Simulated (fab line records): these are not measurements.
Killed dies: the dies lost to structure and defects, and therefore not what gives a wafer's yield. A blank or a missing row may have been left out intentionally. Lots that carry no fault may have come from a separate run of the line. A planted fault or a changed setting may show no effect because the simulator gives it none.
The same fault as seen by 2 desks + flow sky130 + numbers are kept per desk, each desk with only its own; the story behind them comes last

## TOOL OWNER'S DESK, rie diel-04
The tool's own readings at SKY_FIELD_ISO_ETCH_15 (etches the open film in CHF3/O2, stops on Si, target depth 180 nm, time 72 s): means of the sampled wafers that have a number, for each lot that ran on this tool. Any lot whose mean is over 4 standard deviations away from the usual mean is out of limits and marked OUT; that distance is given in the brackets.
Columns: A = chf3 flow sccm at SKY_FIELD_ISO_ETCH_15, usual 49.98 sccm; B = drypump motor current A at SKY_FIELD_ISO_ETCH_15, usual 5.7 A; C = oes product au at SKY_FIELD_ISO_ETCH_15, usual 0.945 a.u.; D = throttle valve pct at SKY_FIELD_ISO_ETCH_15, usual 8.844 %
| lot  | first seen here | A     | B   | C     | D     |
|------|-----------------|-------|-----|-------|-------|
| L161 | day 2 07:27     | 50.06 | 5.7 | 0.946 | 8.844 |
| L162 | day 2 11:21     | 50.09 | 5.9 | 0.943 | 8.847 |
| L170 | day 4 05:18     | 49.98 | 5.7 | 0.939 | 8.843 |
| L171 | day 4 08:45     | 50.13 | 5.7 | 0.944 | 8.848 |
| L172 | day 4 13:15     | 49.79 | 5.4 | 0.944 | 8.845 |
| L175 | day 5 05:26     | 50.03 | 5.7 | 0.943 | 8.846 |
Finding of this desk: none of the 6 lots has anything out of limits.

## METROLOGY DESK
What the gauges read, lot by lot, whatever tool the lot ran on: means of the sampled wafers that have a number. Any lot whose mean is over 4 standard deviations away from the usual mean is out of limits and marked OUT; that distance is given in the brackets.
Columns: A = CAPM_OVL at SKY_CAPM_OVL_MEAS_12, usual -1.3 nm; B = cd nm at SKY_METAL3_CD_MEAS_13, usual 299.7 nm
| lot  | first seen here | A    | B     |
|------|-----------------|------|-------|
| L161 | day 37 10:20    | -0.2 | 300.1 |
| L162 | day 37 23:38    | -2.4 | 298.9 |
| L164 | day 38 11:50    | -0.4 | 300.9 |
| L165 | day 38 14:15    | -1.6 | 297.1 |
| L170 | day 40 10:59    | -1.5 | 299.9 |
| L171 | day 40 14:08    | -2.6 | 297.8 |
| L172 | day 40 20:08    | -1.1 | 300.2 |
| L177 | day 42 11:59    | -0.4 | 299.2 |
| L175 | day 42 15:45    | -1.8 | 299.0 |
| L178 | day 43 17:32    | -3.2 | 299.6 |
| L179 | day 43 18:08    | -0.5 | 299.5 |
| L182 | day 43 19:48    | -1.8 | 302.1 |
| L183 | day 44 14:47    | -1.2 | 299.5 |
Finding of this desk: none of the 13 lots has anything out of limits.

## TAKEN TOGETHER
Nothing out of limits was seen by the tool owner's desk.
At the metrology desk, nothing out of limits was observed.

## WHAT HAD BEEN PUT IN BY THE SIMULATOR
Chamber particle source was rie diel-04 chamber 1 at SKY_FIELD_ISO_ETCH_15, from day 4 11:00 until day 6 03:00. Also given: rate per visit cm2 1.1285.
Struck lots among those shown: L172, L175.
